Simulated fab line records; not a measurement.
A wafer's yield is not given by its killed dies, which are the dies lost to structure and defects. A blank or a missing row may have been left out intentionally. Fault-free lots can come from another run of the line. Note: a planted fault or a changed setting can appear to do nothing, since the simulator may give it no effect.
A lot that was struck, set against a sound lot	flow sky130	35 out of 708 route steps
Sound: wafers L294.2, L294.4, L294.5. Struck: wafer L284.6; the same lot's L284.4 was not struck, so it is left out; see the end for the cause.
At each step with rows: each side's tool, then ch and its chambers, then its first start. Under that, the readings that differ: sound wafers	struck wafers	difference of the means	sigmas: that difference in standard deviations of wafers without a fault.
alike: readings with means less than 2 such deviations apart, plus words and numbers identical on both sides. not compared: withheld readings, readings lacking a value on some wafer, bounds such as >300 that could conceal the same value, and numbers that have no deviation in the record and whose values overlap.
Wherever a step has rows on one side only, a row that says differs or no value, or a row with sigmas, the two part there. Non-overlapping numbers with no deviation appear without sigmas and do not part them. Lack of a reading on every wafer of one side parts them only where that side has two or more wafers.

first, 10 steps without rows for these wafers: SKY_POLY_CUT_ETCH_10 (etches BARC in N2/H2, stops on SiO2, time 45.9 s, target depth 60 nm); SKY_POLY_CUT_ETCH_11 (etches Si3N4 in CF4/CH2F2/Ar, stops on poly-Si, time 42.5 s, target depth 60 nm); SKY_POLY_CUT_STRIP_12 (strips in O2/N2); SKY_SD_P_DEHYDRATE_00 (time 60 s); SKY_SD_P_HMDS_01 (prime time 60 s); SKY_SD_P_COAT_02 (resist thk 1140 nm); SKY_SD_P_SOFTBAKE_03 (time 60 s); SKY_SD_P_EXPOSE_04 (exposes mask PSDM, target cd 380 nm); SKY_SD_P_PEB_05; SKY_SD_P_DEVELOP_06 (develop time 60 s).
SKY_SD_P_IMPLANT_09:
  sound on implanter-01 ch 0, day 34 07:32; struck on implanter-03 ch 0, day 30 01:31
SKY_SD_P_STRIP_10: strips in O2/N2.
  sound on plasma_asher-03 ch 1, day 34 07:39; struck on plasma_asher-03 ch 0, day 30 01:38
reading	sound	struck	difference	sigmas
strip_time_to_endpoint_s (s)	17.46 17.51 17.44	17.14	-0.33	-8
  alike: drypump_motor_current_A, o2_flow_sccm, oes_product_au
  not compared: rf_hours_counter_h
then, 21 steps without rows for these wafers: SKY_RES_XHIGH_DEHYDRATE_00 (time 60 s); SKY_RES_XHIGH_HMDS_01 (prime time 60 s); SKY_RES_XHIGH_COAT_02 (resist thk 1140 nm); SKY_RES_XHIGH_SOFTBAKE_03 (time 60 s); SKY_RES_XHIGH_EXPOSE_04 (exposes mask URPM, target cd 1270 nm); SKY_RES_XHIGH_PEB_05; SKY_RES_XHIGH_DEVELOP_06 (develop time 60 s); SKY_RES_XHIGH_IMPLANT_07; SKY_RES_XHIGH_STRIP_08 (strips in O2/N2); SKY_SD_N_DEHYDRATE_00 (time 60 s); SKY_SD_N_HMDS_01 (prime time 60 s); SKY_SD_N_COAT_02 (resist thk 1140 nm); SKY_SD_N_SOFTBAKE_03 (time 60 s); SKY_SD_N_EXPOSE_04 (exposes mask NSDM, target cd 380 nm); SKY_SD_N_PEB_05; SKY_SD_N_DEVELOP_06 (develop time 60 s); SKY_SD_N_IMPLANT_09; SKY_SD_N_IMPLANT_10; SKY_SD_N_STRIP_11 (strips in O2/N2); SKY_SD_N_CLEAN_13 (cleans in SC1/SC2, time 150 s); SKY_SD_N_RTA_14 (time 2 s).
-- the record jumps here: 2 days lie between the struck wafers' starts before and after --
SKY_SD_N_RS_MEAS_17: uses a four-point probe to measure.
  struck on film_metro-03, day 32 10:16; sound on film_metro-01, day 36 13:28
reading	sound	struck	difference	sigmas
SD_P_RS (ohm/sq)	146.6 147.1 146.9	149.9	+3.0	+10
-- here the record skips 16 days between the struck wafers' starts before and after, leaving off in module SD_N and picking up in module PAD_OPEN (first step shown: number 708 of the route) --
SKY_PAD_OPEN_PROBE_99:
  struck on prober-01, day 48 20:38; sound on prober-02, day 51 12:05
reading	sound	struck	difference	sigmas
killed_short	30 46 45	27	-13	-2
model.etest.licon_high_po.rc_ohm	359.4 356.2 334.6	554.9	+204.8	
model.etest.res_high_po.line_ohm_um	741.6 762.9 724.2	1006	+263	
model.etest.res_pdiff.line_ohm_um	1352 1411 1384	1514	+132	
model.etest.pfet_01v8.r_on_ohm_um	2888 2958 2947	3016	+85	
model.etest.res_high_po.rs_ohm_sq_range	7.561 9.471 9.283	96.59	+87.82	
model.etest.res_high_po.rs_ohm_sq	263.1 267.5 258.1	345.1	+82.2	
model.etest.licon_pdiff.rc_ohm	579.3 584.5 575.5	638.4	+58.6	
model.etest.res_high_po.rs_ohm_sq_rim_less_centre	5.34 4.235 5.072	-51.54	-56.42	
  alike: killed_at_M0_to_M3, killed_at_M4_up, killed_at_contacts, killed_at_front_end, killed_at_other, killed_dies, killed_on_rim, killed_open

== WHERE THEY PART ==
First at SKY_SD_P_STRIP_10; last, within this record, at SKY_PAD_OPEN_PROBE_99.

WHY: what had been put in by the simulator
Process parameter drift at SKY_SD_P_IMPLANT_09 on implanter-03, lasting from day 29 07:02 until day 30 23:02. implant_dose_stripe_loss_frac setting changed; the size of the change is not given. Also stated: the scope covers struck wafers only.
